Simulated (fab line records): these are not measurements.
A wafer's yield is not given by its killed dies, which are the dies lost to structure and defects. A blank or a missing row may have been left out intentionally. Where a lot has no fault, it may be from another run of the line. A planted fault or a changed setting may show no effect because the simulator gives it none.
Which tool was responsible? ; flow gf180mcu ; Sampling: 6 lots, 18 wafers, 3 of 602 route steps

## WHAT THE GAUGES SHOWED, per wafer
GF_V1_RS_MEAS_24: measurement is done with a four-point probe.
lot;measured;on;V1_W_RS (ohm/sq)
L588;day 20 01:19;film-metro-03;0.338 0.332 0.337
L592;day 22 13:13;film-metro-03;0.332 0.326 0.328
L598;day 23 21:07;film-metro-02;43.470 44.524 44.976
L600;day 24 08:43;film-metro-02;43.483 44.054 43.259
L604;day 25 18:13;film-metro-02;0.329 0.332 0.333
L606;day 26 05:40;film-metro-02;0.329 0.322 0.327

## WHAT TOOL EACH LOT RAN ON (gives the tool, then ch and the chambers of the sampled wafers, and finally the start)
lot;GF_M1_METAL_ETCH_16;GF_V1_CVD_23
L588;rie-metal-04 ch 0,1, day 18 22:22;cvd-w-01 ch 0,1, day 20 01:11
L592;rie-metal-04 ch 0,1, day 21 10:50;cvd-w-02 ch 0,1, day 22 13:07
L598;rie-metal-02 ch 1, day 22 19:55;cvd-w-02 ch 0,1, day 23 21:01
L600;rie-metal-04 ch 0, day 23 08:22;cvd-w-01 ch 0, day 24 08:35
L604;rie-metal-04 ch 0,1, day 24 18:49;cvd-w-02 ch 0,1, day 25 18:07
L606;rie-metal-01 ch 0,1, day 25 06:25;cvd-w-01 ch 0,1, day 26 05:32
- GF_M1_METAL_ETCH_16: etches the open film in Cl2/BCl3, stops on SiO2, target depth 750.8 nm, time 125.1 s.
- GF_V1_CVD_23: deposits W, target thk 350 nm, time 105.05 s.

## THE ANSWER, worked out from the rows above alone
Rule: usual is defined by the lots themselves. The widest of any qualifying gaps counts: lots, ordered by their means at a reading, are off when they make up no more than a third of the lots, leave a main group of 4 or more, and stand apart from it by 3 or more times the standard deviation of that group's means. The tables above print the reading to a certain number of digits; a main group whose means all agree to those digits is not used. Also off: a lot with no number at a reading for which 4 or more lots have one. Where the step has rows for the other lots, those lots are counted as sound.
Off: L598, L600, at GF_V1_RS_MEAS_24 (V1_W_RS). The main group: mean 0.330 ohm/sq, standard deviation 0.0036.
If a tool, at a process step before that reading, ran all the lots that are off and no sound lot after the first of them, it fits. The gauges at GF_V1_RS_MEAS_24 are tried like those tools. None of those tried fits.

## WHAT THE SIMULATOR HAD PUT IN
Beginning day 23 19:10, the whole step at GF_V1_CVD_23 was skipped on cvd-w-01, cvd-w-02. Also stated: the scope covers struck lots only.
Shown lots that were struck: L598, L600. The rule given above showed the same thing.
